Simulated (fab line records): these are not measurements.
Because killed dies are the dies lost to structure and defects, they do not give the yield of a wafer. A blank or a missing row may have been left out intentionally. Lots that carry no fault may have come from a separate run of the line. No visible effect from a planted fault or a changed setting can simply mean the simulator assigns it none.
Shared-tool check | flow gf180mcu | 42 wafers sampled across 14 lots

WHY THIS WAS OPENED
Of 14 lots, 3 have the reading LVPWELL_RS flagged at GF_VT_IMPLANT_RS_MEAS_48. No-fault wafers: 1197 ohm/sq, standard deviation 3.1.
Rule: flag the lot when none of its wafers has a number, or when each of its wafers that has one lies beyond 4 standard deviations from that mean. All remaining lots are regarded as sound.

lot  | measured     | on           | LVPWELL_RS (ohm/sq), wafer by wafer | flag
L348 | day 7 15:29  | filmMetro-01 | 1198 1203 1197                      | 
L349 | day 7 20:56  | filmMetro-04 | 1198 1196 1198                      | 
L350 | day 8 08:15  | filmMetro-01 | 1193 1194 1194                      | 
L351 | day 8 13:20  | filmMetro-04 | 1199 1194 1197                      | 
L355 | day 9 10:31  | filmMetro-04 | 1201 1202 1204                      | 
L356 | day 9 21:44  | filmMetro-01 | 1191 1194 1192                      | 
L357 | day 10 02:34 | filmMetro-02 | 1199 1200 1200                      | 
L359 | day 10 16:29 | filmMetro-02 | 1201 1201 1201                      | 
L360 | day 11 00:49 | filmMetro-02 | 1231 1229 1229                      | FLAGGED
L361 | day 11 06:17 | filmMetro-04 | 1232 1232 1236                      | FLAGGED
L362 | day 11 14:32 | filmMetro-04 | 1236 1233 1235                      | FLAGGED
L368 | day 13 06:02 | filmMetro-02 | 1194 1196 1197                      | 
L369 | day 13 13:05 | filmMetro-02 | 1200 1195 1197                      | 
L371 | day 14 01:27 | filmMetro-01 | 1200 1193 1199                      | 
The numbers of the flagged lots are 1233 ohm/sq on average: +36 ohm/sq against the usual, or +11 standard deviations.

TOOL THAT RAN EACH LOT
The record holds 1 process step before the reading, out of a route of 602 steps. Each cell gives the tool, then ch followed by the chambers the sampled wafers passed through, then the start.
lot  | flag    | GF_LVPWELL_IMPLANT_08
L348 |         | implanter-02 ch 0, day 3 22:50
L349 |         | implanter-02 ch 0, day 4 02:02
L350 |         | implanter-01 ch 0, day 4 13:02
L351 |         | implanter-01 ch 0, day 4 15:17
L355 |         | implanter-02 ch 0, day 5 10:20
L356 |         | implanter-01 ch 0, day 5 19:25
L357 |         | implanter-01 ch 0, day 5 23:17
L359 |         | implanter-03 ch 0, day 6 11:17
L360 | FLAGGED | implanter-01 ch 0, day 6 17:29
L361 | FLAGGED | implanter-01 ch 0, day 6 22:11
L362 | FLAGGED | implanter-01 ch 0, day 7 05:20
L368 |         | implanter-02 ch 0, day 8 13:07
L369 |         | implanter-03 ch 0, day 8 20:26
L371 |         | implanter-02 ch 0, day 9 06:32
What these steps do:
- GF_LVPWELL_IMPLANT_08
- GF_VT_IMPLANT_RS_MEAS_48: measures by four-point-probe.

FLAGGED AGAINST TOTAL, ONE TOOL AT A TIME (gauges that did the reading follow at the end)
step                     | tool         | lots run | flagged | share of the flagged lots | sound lots run after its first flagged lot
GF_LVPWELL_IMPLANT_08    | implanter-01 | 7        | 3       | all                       | 0
GF_LVPWELL_IMPLANT_08    | implanter-02 | 5        | 0       | none                      | -
GF_LVPWELL_IMPLANT_08    | implanter-03 | 2        | 0       | none                      | -
GF_VT_IMPLANT_RS_MEAS_48 | filmMetro-01 | 4        | 0       | none                      | -
GF_VT_IMPLANT_RS_MEAS_48 | filmMetro-02 | 5        | 1       | some                      | 2 (L368,L369)
GF_VT_IMPLANT_RS_MEAS_48 | filmMetro-04 | 5        | 2       | some                      | 0

THE TABLE: WHAT IT ALLOWS
All flagged lots share 1 row of the table, namely implanter-01 at GF_LVPWELL_IMPLANT_08.
- implanter-01 at GF_LVPWELL_IMPLANT_08: 3 of its 7 lots flagged. Its last sound lot is L357 (day 5 23:17), its first flagged lot L360 (day 6 17:29): a fault that began between those two fits. Its own readings lie more than 4 standard deviations out on every wafer of the flagged lots: beamEnergyKeV.
implanter-01 at GF_LVPWELL_IMPLANT_08 is the single tool remaining.

WHAT THE SIMULATOR HAD INSERTED
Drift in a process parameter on implanter-01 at GF_LVPWELL_IMPLANT_08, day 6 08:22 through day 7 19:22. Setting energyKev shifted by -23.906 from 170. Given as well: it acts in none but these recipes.
Lots struck among those shown: L360, L361, L362. The same result came from the rule above.
